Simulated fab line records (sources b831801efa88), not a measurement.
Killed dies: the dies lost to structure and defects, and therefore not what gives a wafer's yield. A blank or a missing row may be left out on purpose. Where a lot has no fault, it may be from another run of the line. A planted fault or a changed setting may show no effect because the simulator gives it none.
Check for tools in common :: flow sky130 :: Lots sampled 13, wafers sampled 39

## THE REASON FOR OPENING IT
SKY_SD_N_OVL_MEAS_08, reading SD_N_OVL: flagged on 4 of 13 lots. Fault-free wafers read -0.7 nm, with a standard deviation of 1.5.
Rule: flag the lot when none of its wafers has a number, or when each of its wafers that has one lies beyond 4 standard deviations from that mean. The other lots count as sound.

lot: L994
measured: day 27 18:01
on: overlay-02
SD_N_OVL (nm), wafer by wafer: -1.4 -2.7 -1.4
flag: 

lot: L995
measured: day 28 03:50
on: overlay-01
SD_N_OVL (nm), wafer by wafer: -2.1 -1.7 -1.6
flag: 

lot: L996
measured: day 28 16:32
on: overlay-01
SD_N_OVL (nm), wafer by wafer: -0.7 0.1 -0.3
flag: 

lot: L998
measured: day 29 01:39
on: overlay-02
SD_N_OVL (nm), wafer by wafer: -0.1 -0.1 -1.4
flag: 

lot: L999
measured: day 29 17:05
on: overlay-01
SD_N_OVL (nm), wafer by wafer: -1.0 0.5 -0.9
flag: 

lot: L100
measured: day 29 18:17
on: overlay-01
SD_N_OVL (nm), wafer by wafer: 173.0 174.4 171.0
flag: FLAGGED

lot: L101
measured: day 30 03:11
on: overlay-01
SD_N_OVL (nm), wafer by wafer: -0.1 0.7 0.8
flag: 

lot: L102
measured: day 30 07:41
on: overlay-01
SD_N_OVL (nm), wafer by wafer: 170.2 169.1 171.3
flag: FLAGGED

lot: L105
measured: day 31 07:20
on: overlay-01
SD_N_OVL (nm), wafer by wafer: -0.5 1.4 -0.8
flag: 

lot: L106
measured: day 31 23:50
on: overlay-01
SD_N_OVL (nm), wafer by wafer: 171.2 171.7 172.8
flag: FLAGGED

lot: L107
measured: day 32 08:38
on: overlay-02
SD_N_OVL (nm), wafer by wafer: 172.2 170.7 172.6
flag: FLAGGED

lot: L114
measured: day 34 20:53
on: overlay-02
SD_N_OVL (nm), wafer by wafer: -1.5 0.0 -1.5
flag: 

lot: L116
measured: day 34 23:41
on: overlay-01
SD_N_OVL (nm), wafer by wafer: -0.2 -1.3 -2.4
flag: 
The numbers of the flagged lots are 171.7 nm on average: +172.4 nm against the usual, or +99 or more standard deviations.

## TOOL THAT RAN EACH LOT
Before the reading, the record contains 2 process steps out of a 708-step route. Read each cell as the tool, then ch plus the chambers that the sampled wafers visited, then the start.
lot: L994
flag: 
SKY_POLY_CUT_ETCH_11: rie diel-03 ch 2,3, day 24 02:16
SKY_SD_N_EXPOSE_04: iline stepper-02 ch 0, day 27 04:11

lot: L995
flag: 
SKY_POLY_CUT_ETCH_11: rie diel-02 ch 0,2, day 24 12:45
SKY_SD_N_EXPOSE_04: iline stepper-02 ch 0, day 27 14:25

lot: L996
flag: 
SKY_POLY_CUT_ETCH_11: rie diel-04 ch 1,2,3, day 25 01:54
SKY_SD_N_EXPOSE_04: iline stepper-02 ch 0, day 28 02:04

lot: L998
flag: 
SKY_POLY_CUT_ETCH_11: rie diel-03 ch 0,1,3, day 25 11:06
SKY_SD_N_EXPOSE_04: iline stepper-02 ch 0, day 28 12:14

lot: L999
flag: 
SKY_POLY_CUT_ETCH_11: rie diel-04 ch 0,1,3, day 26 03:33
SKY_SD_N_EXPOSE_04: iline stepper-02 ch 0, day 29 03:08

lot: L100
flag: FLAGGED
SKY_POLY_CUT_ETCH_11: rie diel-03 ch 0,2, day 26 04:22
SKY_SD_N_EXPOSE_04: iline stepper-02 ch 0, day 29 04:03

lot: L101
flag: 
SKY_POLY_CUT_ETCH_11: rie diel-02 ch 1,2,3, day 26 14:46
SKY_SD_N_EXPOSE_04: iline stepper-01 ch 0, day 29 13:28

lot: L102
flag: FLAGGED
SKY_POLY_CUT_ETCH_11: rie diel-04 ch 0,2,3, day 26 19:37
SKY_SD_N_EXPOSE_04: iline stepper-02 ch 0, day 29 19:04

lot: L105
flag: 
SKY_POLY_CUT_ETCH_11: rie diel-04 ch 0,1, day 27 20:31
SKY_SD_N_EXPOSE_04: iline stepper-01 ch 0, day 30 17:31

lot: L106
flag: FLAGGED
SKY_POLY_CUT_ETCH_11: rie diel-04 ch 1,2, day 28 13:22
SKY_SD_N_EXPOSE_04: iline stepper-02 ch 0, day 31 09:49

lot: L107
flag: FLAGGED
SKY_POLY_CUT_ETCH_11: rie diel-04 ch 1,2, day 28 22:19
SKY_SD_N_EXPOSE_04: iline stepper-02 ch 0, day 31 18:31

lot: L114
flag: 
SKY_POLY_CUT_ETCH_11: rie diel-04 ch 0,1,3, day 31 13:00
SKY_SD_N_EXPOSE_04: iline stepper-01 ch 0, day 34 08:45

lot: L116
flag: 
SKY_POLY_CUT_ETCH_11: rie diel-03 ch 0,1,2, day 31 15:37
SKY_SD_N_EXPOSE_04: iline stepper-01 ch 0, day 34 11:22
What the steps here do:
- SKY_POLY_CUT_ETCH_11: etches Si3N4 in CF4/CH2F2/Ar, stops on poly-Si, time 42.5 s, target depth 60 nm.
- SKY_SD_N_EXPOSE_04: exposes mask NSDM, target cd 380 nm.
- SKY_SD_N_OVL_MEAS_08

## FLAGGED OVER TOTAL, TOOL BY TOOL (the gauges that took the reading come last)
step: SKY_POLY_CUT_ETCH_11
tool: rie diel-02
lots run: 2
flagged: 0
share of the flagged lots: none
sound lots run after its first flagged lot: -

step: SKY_POLY_CUT_ETCH_11
tool: rie diel-03
lots run: 4
flagged: 1
share of the flagged lots: some
sound lots run after its first flagged lot: 1 (L116)

step: SKY_POLY_CUT_ETCH_11
tool: rie diel-04
lots run: 7
flagged: 3
share of the flagged lots: some
sound lots run after its first flagged lot: 2 (L105,L114)

step: SKY_SD_N_EXPOSE_04
tool: iline stepper-01
lots run: 4
flagged: 0
share of the flagged lots: none
sound lots run after its first flagged lot: -

step: SKY_SD_N_EXPOSE_04
tool: iline stepper-02
lots run: 9
flagged: 4
share of the flagged lots: all
sound lots run after its first flagged lot: 0

step: SKY_SD_N_OVL_MEAS_08
tool: overlay-01
lots run: 9
flagged: 3
share of the flagged lots: some
sound lots run after its first flagged lot: 3 (L101,L105,L116)

step: SKY_SD_N_OVL_MEAS_08
tool: overlay-02
lots run: 4
flagged: 1
share of the flagged lots: some
sound lots run after its first flagged lot: 1 (L114)

## WHAT THE TABLE ALLOWS
Rows of the table that ran each flagged lot: 1, that is iline stepper-02 at SKY_SD_N_EXPOSE_04.
- iline stepper-02 at SKY_SD_N_EXPOSE_04: 4 of its 9 lots flagged. A fault beginning between L999 (day 29 03:08), its last sound lot, and L100 (day 29 04:03), its first flagged one, fits the data.
Just one tool remains: iline stepper-02 at SKY_SD_N_EXPOSE_04.

## WHAT THE SIMULATOR PUT IN
Scanner matching overlay: iline stepper-02, from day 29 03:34 on, at SKY_SD_N_EXPOSE_04. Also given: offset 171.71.
Struck lots among those shown: L100, L102, L106, L107. The same result came from the rule above.
